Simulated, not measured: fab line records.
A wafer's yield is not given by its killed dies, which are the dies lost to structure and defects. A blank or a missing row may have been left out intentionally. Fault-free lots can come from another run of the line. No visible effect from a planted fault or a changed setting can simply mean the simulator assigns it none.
fab line records	flow sky130
record: lots: 5	wafers: 14	last-day: 49
route steps=708 shown METAL5@671 PASSIVATION@681 PAD_OPEN@694
lots that met no fault: taken from a fault-free run of the same line
start-h: hours from the record's first day to the start of the lot's first wafer shown	wait-h: time in hours since the lot's previous step	" the same as in the row above	L1.1+2: a single row standing in for several wafers	- no value present, or no start provided	* or withheld: withheld	< > ~ a bound
route shown NAME@n: names a module that has steps shown in the file, with the first one's number in the route	usual: the fault-free wafers' mean and standard deviation	same: alike in all rows	chamber/n: place in a boat	sites: each site's reading	_std_site: how widely they spread, as a standard deviation	_edge_site: mean of outer sites minus mean of inner sites	radius-mm: how far each site lies from the wafer's centre	mask NAME#n: copy n	behind: the most recent tool/chamber to have shaped the wafer	hold: why the lot went on hold/how many hours it stayed there/how the hold came to an end	device: names the non-switching transistor (n, p or np)	end of line: tests run on the same wafers once the route is complete	for a step that has no rows: nothing shown but its recipe	killed: dies lost to structure and defects at the first sort, not the wafer's yield	map: a wafer's dies, x killed, . not, _ none there
set.NAME: the run value of the setting; set.NAME@STEP: its run value at that earlier step	model.NAME: the simulator's own value behind a step, which no gauge read
lots seen at some steps along the route; tables by step, rows by wafer
services: a tool's chamber out of use, with start hour (start-h, from the record's first day; less than 0 if before it), hours out, and reason
== steps ==
step: SKY_METAL5_SOFTBAKE_10
recipe: temp-c: 90	time-s: 60	resist: NOVOLAK
step: SKY_METAL5_EXPOSE_11
recipe: mask-id: MM5	na: 0.6	source-shape: conventional	sigma-outer: 0.6	polarization: unpolarized	target-cd-nm: 1600	dose-mj: 190
step: SKY_METAL5_PEB_12
recipe: temp-c: withheld	time-s: *	resist: NOVOLAK
step: SKY_METAL5_DEVELOP_13
recipe: resist: NOVOLAK	developer: TMAH	develop-time-s: 60	dev-temp-c: 23
step: SKY_METAL5_DESCUM_14
recipe: chemistry: O2	source-power-w: 150	bias-power-w: 0	pressure-mtorr: 10	temp-c: 40	time-s: 11
step: SKY_METAL5_METAL_ETCH_15
recipe: target-depth-a: 12600	stop-on: SiO2	over-etch-frac: 0.2	time-s: 252	chemistry: Cl2/BCl3	resist-sidewall-deg: 86	pressure-mtorr: 10	icp-w: 900	bias-w: 48.5	Cl2_flow_sccm: 60	bcl3-flow-sccm: 30
usual: drypump-motor-current-A: 5.58/0.22	oes-product-au: 0.894/0.0049	throttle-valve-pct: 22.264/0.0086
lot.wafer	tool	chamber	start-h	wait-h	drypump-motor-current-A	oes-product-au	rf-hours-counter-h	throttle-valve-pct
L787.1	rie-metal-03	0	1047.07	0.0	5.62	0.895	7	22.268
L787.2	"	1	"	"	5.61	0.893	8	22.251
L787.6	"	1	"	"	5.62	0.897	-	22.259
L791.2	rie-metal-02	1	1072.74	0.0	5.81	0.893	13	22.253
L791.3	"	1	"	"	5.80	0.898	-	22.258
L791.4	"	0	"	"	5.29	0.898	-	22.248
L797.4	rie-metal-03	1	1113.20	0.1	5.59	0.895	-	22.270
L797.5	"	1	"	"	5.60	0.891	-	22.260
L798.1	rie-metal-02	0	1121.17	0.0	5.28	0.896	27	22.275
L798.3	"	0	"	"	5.27	0.894	-	22.258
L798.5	"	1	"	"	5.79	0.891	-	22.268
L802.3	rie-metal-03	0	1137.33	0.1	5.64	0.892	-	22.270
L802.4	"	1	"	"	5.65	0.892	-	22.271
L802.5	"	1	"	"	5.60	0.891	-	22.281
step: SKY_METAL5_STRIP_16
recipe: chemistry: O2/N2	power-w: 1400	pressure-mtorr: 1500	platen-temp-c: withheld	o2-flow-sccm: 3000	n2-flow-sccm: 300	overash-fraction: 0.5
usual: drypump-motor-current-A: 5.7/0.37	n2-flow-sccm: 300.0/0.91	oes-product-au: 0.710/0.0044	strip-time-to-endpoint-s: 13.02/0.11
same: overash-fraction: 0.5
lot.wafer	tool	chamber	start-h	wait-h	drypump-motor-current-A	n2-flow-sccm	oes-product-au	rf-hours-counter-h	strip-time-to-endpoint-s
L787.1	plasma-asher-01	1	1047.31	0.2	5.4	298.9	0.707	31	12.99
L787.2	"	0	"	"	5.1	301.4	0.710	31	13.09
L787.6	"	0	"	"	5.1	300.9	0.709	-	13.04
L791.2	plasma-asher-01	0	1072.98	0.2	5.1	300.2	0.703	33	12.96
L791.3	"	0	"	"	5.1	301.0	0.710	-	13.00
L791.4	"	1	"	"	5.4	299.5	0.711	-	13.04
L797.4	plasma-asher-02	1	1113.39	0.1	5.8	299.3	0.709	-	13.15
L797.5	"	0	"	"	5.7	300.7	0.708	-	13.25
L798.1	plasma-asher-01	1	1121.41	0.2	5.5	300.0	0.715	39	13.09
L798.3	"	1	"	"	5.4	300.0	0.710	-	12.96
L798.5	"	1	"	"	5.4	302.0	0.716	-	13.02
L802.3	plasma-asher-04	1	1137.52	0.1	6.2	300.2	0.713	-	12.83
L802.4	"	0	"	"	5.8	299.2	0.713	-	13.04
L802.5	"	0	"	"	5.8	299.5	0.705	-	12.99
step: SKY_METAL5_STRIP_17
recipe: chemistry: post-etch-residue-remover	time-s: 1200	temp-c: 72.5
step: SKY_METAL5_CLEAN_18
recipe: chemistry: IPA	time-s: 180	temp-c: 25
step: SKY_METAL5_CLEAN_19
recipe: chemistry: O3/DIW	dry: n2-spin
step: SKY_PASSIVATION_CVD_00
recipe: material: SiO2	target-thk-nm: 90	temp-c: 400	time-s: withheld	rf-w: 600
usual: heater-power-w: 665/91
lot.wafer	tool	chamber	start-h	wait-h	heater-power-w
L787.1	pecvd-04	2	1047.94	0.0	636
L787.2	"	0	"	"	607
L787.6	"	2	"	"	640
L791.2	pecvd-04	2	1073.62	0.0	715
L791.3	"	1	"	"	728
L791.4	"	2	"	"	722
L797.4	pecvd-02	0	1113.97	0.0	766
L797.5	"	2	"	"	617
L798.1	pecvd-03	0	1122.00	0.0	689
L798.3	"	1	"	"	828
L798.5	"	2	"	"	491
L802.3	pecvd-04	0	1138.11	0.0	636
L802.4	"	0	"	"	657
L802.5	"	1	"	"	626
step: SKY_PASSIVATION_THK_MEAS_01
recipe: reads: SiO2_of_PASSIVATION_CVD_00
usual: PASSIVATION_CVD_00_THK: 90.4/1.3
lot.wafer	tool	chamber	start-h	wait-h	PASSIVATION_CVD_00_THK[nm]
L787.1	film-metro-02	-	1047.96	-	90.9
L787.2	"	-	"	"	91.2
L787.6	"	-	"	"	91.6
L791.2	film-metro-04	-	1073.65	-	90.0
L791.3	"	-	"	"	89.9
L791.4	"	-	"	"	91.9
L797.4	film-metro-02	-	1114.01	-	91.2
L797.5	"	-	"	"	91.0
L798.1	film-metro-04	-	1122.02	-	89.6
L798.3	"	-	"	"	89.1
L798.5	"	-	"	"	90.5
L802.3	film-metro-04	-	1138.16	-	88.7
L802.4	"	-	"	"	91.9
L802.5	"	-	"	"	89.8
step: SKY_PASSIVATION_CVD_02
recipe: material: Si3N4	target-thk-nm: 540	temp-c: 400	time-s: withheld	rf-w: 450
usual: heater-power-w: 710/120
lot.wafer	tool	chamber	start-h	wait-h	heater-power-w	model.Si3N4_of_PASSIVATION_CVD_02.thk-nm
L787.1	pecvd-02	1	1048.02	0.1	686	538.9
L787.2	"	2	"	"	583	533.1
L787.6	"	2	"	"	627	540.2
L791.2	pecvd-03	1	1073.70	0.0	807	542
L791.3	"	0	"	"	713	537.7
L791.4	"	2	"	"	558	546.8
L797.4	pecvd-03	0	1114.16	0.1	723	537.6
L797.5	"	1	"	"	975	583.2
L798.1	pecvd-04	0	1122.08	0.1	731	541.8
L798.3	"	0	"	"	571	552.7
L798.5	"	0	"	"	626	546.7
L802.3	pecvd-02	2	1138.20	0.0	650	538.5
L802.4	"	1	"	"	658	548.6
L802.5	"	2	"	"	528	540.8
step: SKY_PASSIVATION_THK_MEAS_03
recipe: reads: Si3N4_of_PASSIVATION_CVD_02
usual: PASSIVATION_CVD_02_THK: 539/6.3
lot.wafer	tool	chamber	start-h	wait-h	PASSIVATION_CVD_02_THK[nm]
L787.1	film-metro-01	-	1048.25	-	539
L787.2	"	-	"	"	533
L787.6	"	-	"	"	541
L791.2	film-metro-02	-	1073.93	-	542
L791.3	"	-	"	"	538
L791.4	"	-	"	"	547
L797.4	film-metro-04	-	1114.30	-	538
L797.5	"	-	"	"	584
L798.1	film-metro-01	-	1122.42	-	542
L798.3	"	-	"	"	552
L798.5	"	-	"	"	546
L802.3	film-metro-02	-	1138.44	-	539
L802.4	"	-	"	"	549
L802.5	"	-	"	"	541
step: SKY_PASSIVATION_DEHYDRATE_04
recipe: temp-c: 200	time-s: 60
step: SKY_PASSIVATION_HMDS_05
recipe: prime-time-s: 60	prime-temp-c: 120
step: SKY_PASSIVATION_COAT_06
recipe: spin-rpm: 2000	resist-thk-nm: 3000
step: SKY_PASSIVATION_SOFTBAKE_07
recipe: temp-c: 110	time-s: withheld
step: SKY_PASSIVATION_EXPOSE_08
recipe: mask-id: NSM	target-cd-nm: 3000	na: 0.57	dose-mj: 260
step: SKY_PASSIVATION_PEB_09
recipe: temp-c: 115	time-s: withheld
step: SKY_PASSIVATION_DEVELOP_10
recipe: develop-time-s: 60	dev-temp-c: 23
step: SKY_PASSIVATION_ETCH_11
recipe: chemistry: CF4/O2	target-depth-nm: 725	stop-on: AlCu	source-w: 800	bias-w: 150	pressure-mtorr: 150	cf4-flow-sccm: 80	O2_flow_sccm: 10	time-s: 161.1
usual: drypump-motor-current-A: 5.8/0.38	oes-product-au: 0.978/0.0066	throttle-valve-pct: 5.964/0.0091
lot.wafer	tool	chamber	start-h	wait-h	drypump-motor-current-A	oes-product-au	rf-hours-counter-h	throttle-valve-pct	model.PASSIVATION.feature-depth-nm	model.etch.depth-nm
L787.1	rie-diel-03	2	1069.46	-	5.8	0.972	21	5.959	703.2	703.2
L787.2	"	1	"	"	5.6	0.970	20	5.971	698.5	698.5
L787.6	"	3	"	"	6.0	0.983	-	5.966	705.5	705.5
L791.2	rie-diel-02	0	1094.66	-	6.0	0.987	20	5.964	705.7	705.7
L791.3	"	2	"	"	5.2	0.977	15	5.970	702	702
L791.4	"	1	"	"	5.7	0.984	17	5.955	712.9	712.9
L797.4	rie-diel-02	2	1133.31	-	5.2	0.974	17	5.950	702.4	702.4
L797.5	"	2	"	"	5.2	0.995	-	5.983	723.4	723.4
L798.1	rie-diel-02	2	1140.67	-	5.2	0.981	18	5.966	706.1	706.1
L798.3	"	0	"	"	6.1	0.982	22	5.961	716.5	716.5
L798.5	"	0	"	"	6.0	0.985	-	5.950	711.3	711.3
L802.3	rie-diel-04	3	1156.62	-	5.6	0.978	17	5.957	702.6	702.6
L802.4	"	0	"	"	5.8	0.990	10	5.960	716.1	716.1
L802.5	"	0	"	"	5.8	0.976	-	5.978	706.6	706.6
step: SKY_PASSIVATION_STRIP_12
recipe: chemistry: O2/N2	power-w: 1400	pressure-mtorr: 1500	platen-temp-c: withheld	overash-fraction: 0.7	o2-flow-sccm: 3000	n2-flow-sccm: 300
usual: drypump-motor-current-A: 5.36/0.3	n2-flow-sccm: 300.0/0.78	oes-product-au: 0.661/0.0046	strip-time-to-endpoint-s: 31.50/0.11
same: overash-fraction: 0.7
lot.wafer	tool	chamber	start-h	wait-h	drypump-motor-current-A	n2-flow-sccm	oes-product-au	rf-hours-counter-h	strip-time-to-endpoint-s
L787.1	plasma-asher-01	1	1069.57	0.1	5.46	301.7	0.660	33	31.44
L787.2	"	0	"	"	5.08	299.4	0.657	33	31.35
L787.6	"	1	"	"	5.44	300.9	0.664	-	31.41
L791.2	plasma-asher-01	1	1094.77	0.1	5.46	299.6	0.663	36	31.37
L791.3	"	1	"	"	5.46	300.2	0.657	-	31.45
L791.4	"	0	"	"	5.09	300.3	0.664	-	31.20
L797.4	plasma-asher-02	0	1133.45	0.1	5.72	299.7	0.662	-	31.57
L797.5	"	0	"	"	5.72	298.6	0.655	-	31.54
L798.1	plasma-asher-01	1	1140.78	0.1	5.44	300.6	0.662	41	31.57
L798.3	"	1	"	"	5.46	299.8	0.655	-	31.54
L798.5	"	0	"	"	5.08	299.5	0.660	-	31.41
L802.3	plasma-asher-03	0	1156.76	0.1	5.28	300.5	0.661	-	31.37
L802.4	"	1	"	"	4.85	300.9	0.668	-	31.51
L802.5	"	0	"	"	5.28	302.1	0.661	-	31.41
step: SKY_PAD_OPEN_DEHYDRATE_00
recipe: temp-c: 200	time-s: 60
step: SKY_PAD_OPEN_HMDS_01
recipe: prime-time-s: 60	prime-temp-c: 120
step: SKY_PAD_OPEN_COAT_02
recipe: spin-rpm: 2000	resist-thk-nm: 3000
step: SKY_PAD_OPEN_SOFTBAKE_03
recipe: temp-c: 110	time-s: withheld
step: SKY_PAD_OPEN_EXPOSE_04
recipe: mask-id: PDM	target-cd-nm: 60000	na: 0.57	dose-mj: 260
step: SKY_PAD_OPEN_PEB_05
recipe: temp-c: 115	time-s: withheld
step: SKY_PAD_OPEN_DEVELOP_06
recipe: develop-time-s: 60	dev-temp-c: 23
step: SKY_PAD_OPEN_ETCH_07
recipe: chemistry: CF4/O2	target-depth-nm: 725	stop-on: AlCu	source-w: 800	bias-w: 150	pressure-mtorr: 150	cf4-flow-sccm: 80	O2_flow_sccm: 10	time-s: 161.1
usual: drypump-motor-current-A: 5.7/0.4	oes-product-au: 0.978/0.0067	throttle-valve-pct: 5.965/0.0091
lot.wafer	tool	chamber	start-h	wait-h	drypump-motor-current-A	oes-product-au	rf-hours-counter-h	throttle-valve-pct	model.etch.depth-nm	model.PAD_OPEN.feature-depth-nm
L787.1	rie-diel-02	1	1090.16	-	5.7	0.977	17	5.967	703.2	703.2
L787.2	"	3	"	"	5.9	0.976	18	5.952	698.5	698.5
L787.6	"	0	"	"	6.0	0.985	-	5.972	705.5	705.5
L791.2	rie-diel-01	0	1114.06	-	4.9	0.980	11	5.964	705.7	705.7
L791.3	"	3	"	"	6.5	0.975	23	5.977	702	702
L791.4	"	2	"	"	5.5	0.981	24	5.957	712.9	712.9
L797.4	rie-diel-03	2	1151.87	-	5.8	0.970	24	5.966	702.4	702.4
L797.5	"	3	"	"	6.0	0.988	-	5.966	722.8	722.8
L798.1	rie-diel-01	1	1159.36	-	5.9	0.980	17	5.978	706.1	706.1
L798.3	"	3	"	"	6.6	0.982	25	5.962	716.5	716.5
L798.5	"	0	"	"	4.9	0.987	-	5.963	711.3	711.3
L802.3	rie-diel-03	1	1173.86	-	5.6	0.987	24	5.966	702.6	702.6
L802.4	"	3	"	"	6.0	0.988	-	5.963	716.1	716.1
L802.5	"	1	"	"	5.6	0.986	-	5.951	706.6	706.6
step: SKY_PAD_OPEN_STRIP_08
recipe: chemistry: O2/N2	power-w: 1400	pressure-mtorr: 1500	platen-temp-c: withheld	overash-fraction: 0.7	o2-flow-sccm: 3000	n2-flow-sccm: 300
usual: drypump-motor-current-A: 5.3/0.4	n2-flow-sccm: 300.1/0.9	oes-product-au: 0.663/0.0046
same: overash-fraction: 0.7
lot.wafer	tool	chamber	start-h	wait-h	drypump-motor-current-A	n2-flow-sccm	oes-product-au	rf-hours-counter-h
L787.1	plasma-asher-03	1	1090.27	0.1	4.9	300.1	0.653	92
L787.2	"	0	"	"	5.3	300.6	0.660	92
L787.6	"	0	"	"	5.3	300.2	0.666	-
L791.2	plasma-asher-03	0	1114.17	0.1	5.3	300.8	0.658	95
L791.3	"	1	"	"	4.9	300.7	0.663	-
L791.4	"	0	"	"	5.3	299.7	0.665	-
L797.4	plasma-asher-04	1	1152.01	0.1	6.3	299.5	0.667	-
L797.5	"	1	"	"	6.2	299.9	0.667	-
L798.1	plasma-asher-03	0	1159.47	0.1	5.3	298.5	0.658	99
L798.3	"	0	"	"	5.3	298.2	0.656	-
L798.5	"	1	"	"	4.8	298.9	0.667	-
L802.3	plasma-asher-01	0	1174.00	0.1	5.1	298.5	0.664	-
L802.4	"	1	"	"	5.4	302.9	0.668	-
L802.5	"	1	"	"	5.5	302.2	0.655	-
step: SKY_PAD_OPEN_STRIP_09
recipe: chemistry: post-etch-residue-remover	time-s: 1200	temp-c: 72.5
usual: temp-c: 72.49/0.13
lot.wafer	tool	chamber	start-h	wait-h	temp-c	model.Si3N4_of_PASSIVATION_CVD_02.thk-nm
L787.1	wet-bench-04	1	1090.37	0.1	72.61	538.6
L787.2	"	1	"	"	72.46	532.7
L787.6	"	1	"	"	72.55	539.9
L791.2	wet-bench-04	2	1114.27	0.1	72.53	541.6
L791.3	"	2	"	"	72.42	537.3
L791.4	"	2	"	"	72.55	546.4
L797.4	wet-bench-04	1	1152.08	0.0	72.71	537.2
L797.5	"	1	"	"	72.46	582.9
L798.1	wet-bench-03	0	1159.57	0.1	72.60	541.5
L798.3	"	0	"	"	72.53	552.4
L798.5	"	0	"	"	72.66	546.4
L802.3	wet-bench-04	1	1174.07	0.0	72.57	538.2
L802.4	"	1	"	"	72.48	548.3
L802.5	"	1	"	"	72.46	540.4
step: SKY_PAD_OPEN_CLEAN_10
recipe: chemistry: IPA	time-s: 180	temp-c: 25
step: SKY_PAD_OPEN_PROBE_99
usual: defect-limited-yield: 82.4/2	killed_at_M0_to_M3: 44/6.5	killed_at_M4_up: 3.3/1.7	killed-at-contacts: 25/5.3	killed-at-front-end: 15/5	killed-at-other: 0.2/0.47	killed-dies: 87/9.9	killed-open: 47/8	killed-short: 39/6.1	sort_bin_3_pad_short: 0.9/0.43	sort_bin_5_function: 10.4/1.5	sort_bin_6_memory: 6.2/1.2	sort-n-pass: 405/9.9	sort-yield-pct: 82.4/2
same: gross-dies: 492	killed-at-back-side: 0	sort_bin_4_leakage[%]: 0	sort_bin_8_speed[%]: 0
lot.wafer	tool	chamber	start-h	wait-h	defect-limited-yield[%]	killed_at_M0_to_M3	killed_at_M4_up	killed-at-contacts	killed-at-front-end	killed-at-other	killed-dies	killed-open	killed-short	sort_bin_3_pad_short[%]	sort_bin_5_function[%]	sort_bin_6_memory[%]	sort-n-pass	sort-yield-pct[%]
L787.1	prober-02	-	1092.48	0.1	84.6	34	2	23	16	1	76	42	34	0.2	8.5	6.7	416	84.6
L787.2	prober-02	-	1092.53	0.1	83.1	43	7	22	11	0	83	46	37	1.0	11.6	4.3	409	83.1
L787.6	prober-02	-	1092.73	0.2	80.1	49	2	26	21	0	98	56	42	1.0	11.6	7.3	394	80.1
L797.5	prober-02	-	1154.43	0.2	82.7	48	2	29	6	0	85	45	40	1.0	10.4	5.9	407	82.7
L798.1	prober-01	-	1161.68	0.1	82.1	55	2	23	8	0	88	52	36	0.4	11.0	6.5	404	82.1
L798.3	prober-01	-	1161.78	0.2	81.9	49	3	29	8	0	89	44	45	1.6	9.3	7.1	403	81.9
L798.5	prober-01	-	1161.88	0.2	82.5	42	5	21	18	0	86	52	34	0.6	11.0	5.9	406	82.5
L802.3	prober-01	-	1176.28	0.2	82.3	40	3	30	14	0	87	51	36	0.8	12.2	4.7	405	82.3
L802.4	prober-01	-	1176.33	0.2	82.3	41	1	37	7	1	87	57	30	1.8	9.8	6.1	405	82.3
L802.5	prober-01	-	1176.38	0.2	85.4	38	6	15	13	0	72	38	34	1.0	7.5	6.1	420	85.4
killed by level:class
L787.1 LI_CONTACT:geometric-particle:open=10 METAL1:geometric-particle:short=8 CONTACT:geometric-particle:open=6 VIA1:geometric-particle:open=5 VIA1:geometric-particle:short=5 CONTACT:geometric-particle:short=4 VIA2:geometric-particle:short=4 FIELD_ISO:geometric-particle:open=3
L787.2 VIA1:geometric-particle:open=9 CONTACT:geometric-particle:open=6 VIA2:geometric-particle:open=6 LI_CONTACT:geometric-particle:open=5 VIA3:geometric-particle:short=4 CONTACT:geometric-particle:short=4 METAL1:geometric-particle:short=4 METAL2:geometric-particle:short=4
L787.6 VIA1:geometric-particle:open=10 FIELD_ISO:geometric-particle:open=9 VIA2:geometric-particle:open=9 VIA3:geometric-particle:open=8 CONTACT:geometric-particle:short=7 CONTACT:geometric-particle:open=7 VIA3:geometric-particle:short=6 LI_CONTACT:geometric-particle:open=5
L797.5 VIA1:geometric-particle:open=16 LI_CONTACT:geometric-particle:open=8 CONTACT:geometric-particle:open=7 METAL2:geometric-particle:short=6 VIA2:geometric-particle:open=6 LOCAL_INTERCONNECT:geometric-particle:short=5 CONTACT:geometric-particle:short=5 LI_CONTACT:geometric-particle:short=4
L798.1 VIA1:geometric-particle:open=17 CONTACT:geometric-particle:open=13 VIA2:geometric-particle:open=8 METAL1:geometric-particle:short=7 LI_CONTACT:geometric-particle:open=6 VIA3:geometric-particle:open=6 VIA1:geometric-particle:short=5 METAL2:geometric-particle:short=4
L798.3 VIA1:geometric-particle:open=13 CONTACT:geometric-particle:open=10 LI_CONTACT:geometric-particle:open=7 CONTACT:geometric-particle:short=7 METAL1:geometric-particle:short=7 VIA1:geometric-particle:short=6 FIELD_ISO:geometric-particle:short=5 VIA2:geometric-particle:open=5
L798.5 CONTACT:geometric-particle:open=13 VIA1:geometric-particle:open=11 VIA3:geometric-particle:open=8 FIELD_ISO:geometric-particle:short=6 VIA2:geometric-particle:open=6 VIA3:geometric-particle:short=4 FIELD_ISO:geometric-particle:open=3 POLY_GATE:geometric-particle:open=3
L802.3 VIA1:geometric-particle:open=12 CONTACT:geometric-particle:open=10 CONTACT:geometric-particle:short=9 VIA2:geometric-particle:open=7 LI_CONTACT:geometric-particle:open=5 VIA1:geometric-particle:short=5 VIA3:geometric-particle:open=5 LOCAL_INTERCONNECT:geometric-particle:short=4
L802.4 CONTACT:geometric-particle:open=16 VIA1:geometric-particle:open=15 CONTACT:geometric-particle:short=8 LI_CONTACT:geometric-particle:open=7 VIA3:geometric-particle:open=7 METAL1:geometric-particle:short=4 VIA1:geometric-particle:short=4 VIA2:geometric-particle:open=3
L802.5 VIA1:geometric-particle:open=10 FIELD_ISO:geometric-particle:open=6 CONTACT:geometric-particle:open=6 VIA3:geometric-particle:open=6 METAL4:geometric-particle:short=6 FIELD_ISO:geometric-particle:short=5 VIA1:geometric-particle:short=5 METAL2:geometric-particle:short=5
== services ==
tool	chamber	start-h	hours	kind
rie-diel-01	1	1025.76	5.8	repair
rie-diel-03	1	1035.06	9.0	repair
pecvd-03	-	1036.67	1.6	repair
plasma-asher-03	-	1065.66	5.3	pm
wet-bench-04	-	1074.51	1.0	repair
pecvd-03	0	1075.16	4.4	repair
pecvd-04	-	1078.56	1.3	repair
pecvd-03	-	1083.84	0.6	repair
rie-diel-01	-	1096.40	1.0	repair
rie-diel-02	3	1109.43	8.3	repair
rie-diel-03	-	1109.44	2.8	pm
rie-diel-02	0	1117.31	4.1	repair
rie-diel-01	3	1118.06	1.2	repair
rie-metal-03	-	1122.72	2.8	pm
plasma-asher-01	-	1126.64	1.4	repair
rie-diel-02	-	1131.85	1.2	repair
plasma-asher-03	-	1132.75	1.9	repair
plasma-asher-01	-	1134.99	2.8	pm
rie-diel-03	1	1145.02	1.2	repair
rie-diel-02	0	1163.95	1.4	repair
rie-diel-01	2	1169.37	3.3	repair
rie-diel-03	0	1169.50	8.7	repair
rie-diel-03	2	1170.26	1.9	repair
pecvd-04	-	1172.15	0.6	repair
== key ==
first-sign: step: SKY_PASSIVATION_THK_MEAS_03	reading: PASSIVATION_CVD_02_THK	direction: up	sigmas: 7.1	usual: 539	struck: 584
effect none on later readings
model-effect: step: SKY_PASSIVATION_CVD_02	value: Si3N4_of_PASSIVATION_CVD_02.thk-nm	without: 533	struck: 583.2
model-effect: step: SKY_PASSIVATION_ETCH_11	value: PASSIVATION.feature-depth-nm	without: 698	struck: 723.4
model-effect: step: SKY_PAD_OPEN_ETCH_07	value: etch.depth-nm	without: 698	struck: 722.8
model-effect: step: SKY_PAD_OPEN_STRIP_09	value: Si3N4_of_PASSIVATION_CVD_02.thk-nm	without: 532.6	struck: 582.9
met-at SKY_PASSIVATION_CVD_02
struck-wafers L797.5
onset-between 1073.70 1114.16
fault: kind: process-parameter-drift	tool: pecvd-03	chamber: -	onset-h: 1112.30	steps: SKY_PASSIVATION_CVD_02	channel: time-s	offset: withheld	shape: step	end-h: 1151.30	scope: struck-wafers-only	acts-in: *
